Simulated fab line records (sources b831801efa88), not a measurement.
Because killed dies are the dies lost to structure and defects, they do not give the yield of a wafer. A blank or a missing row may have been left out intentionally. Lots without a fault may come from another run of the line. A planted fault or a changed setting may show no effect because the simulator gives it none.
A lot that was struck, set against a sound lot -- flow sky130 -- 28 out of 708 route steps
Sound: the wafers L690.2, L690.5, L690.6. The struck wafers were L703.1, L703.2, L703.5. The cause comes at the end.
Order at every step that has rows: each side's tool, ch and its chambers, its first start. Under that, the readings that differ: sound wafers -- struck wafers -- difference of the means -- sigmas: that difference in standard deviations of wafers without a fault.
alike: words and numbers the same on both sides, and readings whose means are apart by under 2 such deviations; not compared: readings that were withheld, readings missing a value for some wafer, numbers with overlapping values and no deviation given by the record, and bounds like >300 which may hide the same value.
The two part at a step that has a row with sigmas, a row that says differs or no value, or rows on one side only. Numbers that have no deviation but don't overlap get no sigmas and don't part them. A reading missing from all wafers of one side parts the sides only when that side holds two or more wafers.

SKY_POLY_GATE_CD_MEAS_13: target cd 150 nm.
  sound: cd_sem-01 at day 16 14:13; struck: cd_sem-02 at day 21 10:42
  alike: cd_nm
SKY_POLY_GATE_OVL_MEAS_14:
  sound: overlay-01 at day 16 14:19; struck: overlay-02 at day 21 10:49
  alike: POLY_GATE_OVL
SKY_POLY_GATE_ETCH_15: etches BARC in N2/H2, stops on SiO2, time 118.5 s, target depth 110 nm.
  sound on rie_diel-03 ch 0,1, day 16 14:21; struck on rie_diel-03 ch 0,1,2, day 21 10:52
  alike: drypump_motor_current_A, h2_flow_sccm, n2_flow_sccm, oes_product_au, throttle_valve_pct
  not compared: rf_hours_counter_h
SKY_POLY_GATE_ETCH_16: etches Si3N4 in CH3F/O2, stops on poly-Si, time 147.5 s, target depth 75 nm.
  sound on rie_diel-03 ch 0,1, day 16 14:26; struck on rie_diel-03 ch 0,1,2, day 21 10:56
  alike: drypump_motor_current_A, oes_product_au, throttle_valve_pct
  not compared: rf_hours_counter_h
SKY_POLY_GATE_ETCH_17: etches poly-Si in HBr/Cl2, stops on SiO2, target depth 180 nm, time 70.5 s.
  sound on rie_si-01 ch 1,2,3, day 16 14:32; struck on rie_si-01 ch 0,2, day 21 11:02
  alike: drypump_motor_current_A, oes_product_au, throttle_valve_pct
  not compared: rf_hours_counter_h
SKY_POLY_GATE_STRIP_18: strips in O2/N2.
  sound on plasma_asher-02 ch 0,1, day 16 14:35; struck on plasma_asher-02 ch 0,1, day 21 11:06
  alike: drypump_motor_current_A, n2_flow_sccm, oes_product_au, strip_time_to_endpoint_s
  not compared: rf_hours_counter_h
then, 2 steps without rows for these wafers: SKY_POLY_GATE_CLEAN_19 (cleans in SC1/SC2, time 150 s); SKY_POLY_GATE_OXIDATION_20 (stabilise 600 s, purge 300 s, target thk 4 nm).
SKY_POLY_GATE_THK_MEAS_21:
  sound: film_metro-02 at day 16 16:00; struck: film_metro-04 at day 21 12:30
  alike: POLY_GATE_OXIDATION_THK
SKY_POLY_GATE_CD_MEAS_22:
  sound: cd_sem-02 at day 16 16:04; struck: cd_sem-02 at day 21 12:34
  alike: cd_nm
then, 2 steps without rows for these wafers: SKY_LDD_N_DEHYDRATE_00 (time 60 s); SKY_LDD_N_HMDS_01 (prime time 60 s).
SKY_LDD_N_COAT_02: resist thk 300 nm.
  sound on litho_track-04 ch 0, day 17 06:06; struck on litho_track-04 ch 0, day 22 03:47
reading,sound,struck,difference,sigmas
model.NOVOLAK_of_LDD_N_COAT_02.thk_nm (nm),299.1 300.3 298.3,295.7 295.8 295.9,-3.4,
  alike: exhaust_pa
then, 3 steps without rows for these wafers: SKY_LDD_N_SOFTBAKE_03 (time 60 s); SKY_LDD_N_EXPOSE_04 (exposes mask NTM, target cd 840 nm); SKY_LDD_N_PEB_05.
SKY_LDD_N_DEVELOP_06: develop time 60 s.
  sound on litho_track-01 ch 0, day 17 20:47; struck on litho_track-03 ch 0, day 22 18:59
reading,sound,struck,difference,sigmas
exhaust_pa (Pa),45.9 45.3 45.1,42.6 44.4 43.8,-1.8,-2
model.NOVOLAK_of_LDD_N_COAT_02.thk_nm (nm),298.6 299.9 297.9,295.3 295.4 295.5,-3.4,
SKY_LDD_N_OVL_MEAS_07:
  sound: overlay-01 at day 17 20:55; struck: overlay-01 at day 22 19:08
  alike: LDD_N_OVL
then, 8 steps without rows for these wafers: SKY_LDD_N_IMPLANT_08; SKY_LDD_N_IMPLANT_09; SKY_LDD_N_IMPLANT_10; SKY_LDD_N_IMPLANT_11; SKY_LDD_N_IMPLANT_12; SKY_LDD_N_IMPLANT_13; SKY_LDD_N_IMPLANT_14; SKY_LDD_N_IMPLANT_15.
SKY_LDD_N_STRIP_16: strips in O2/N2.
  sound on plasma_asher-02 ch 0,1, day 17 22:09; struck on plasma_asher-04 ch 0,1, day 22 20:23
reading,sound,struck,difference,sigmas
strip_time_to_endpoint_s (s),4.292 4.318 4.293,4.254 4.251 4.250,-0.049,-4
  alike: drypump_motor_current_A, n2_flow_sccm, oes_product_au
  not compared: rf_hours_counter_h
SKY_LDD_N_TW_MEAS_17:
  sound: film_metro-03 at day 17 22:16; struck: film_metro-03 at day 22 20:29
  alike: LDD_N_TW

== WHERE THEY PART ==
At SKY_LDD_N_DEVELOP_06 first; at SKY_LDD_N_STRIP_16 last (within this record only). Later steps at which nothing parts them and some readings are alike: SKY_LDD_N_TW_MEAS_17.

WHY: whatever the simulator had introduced
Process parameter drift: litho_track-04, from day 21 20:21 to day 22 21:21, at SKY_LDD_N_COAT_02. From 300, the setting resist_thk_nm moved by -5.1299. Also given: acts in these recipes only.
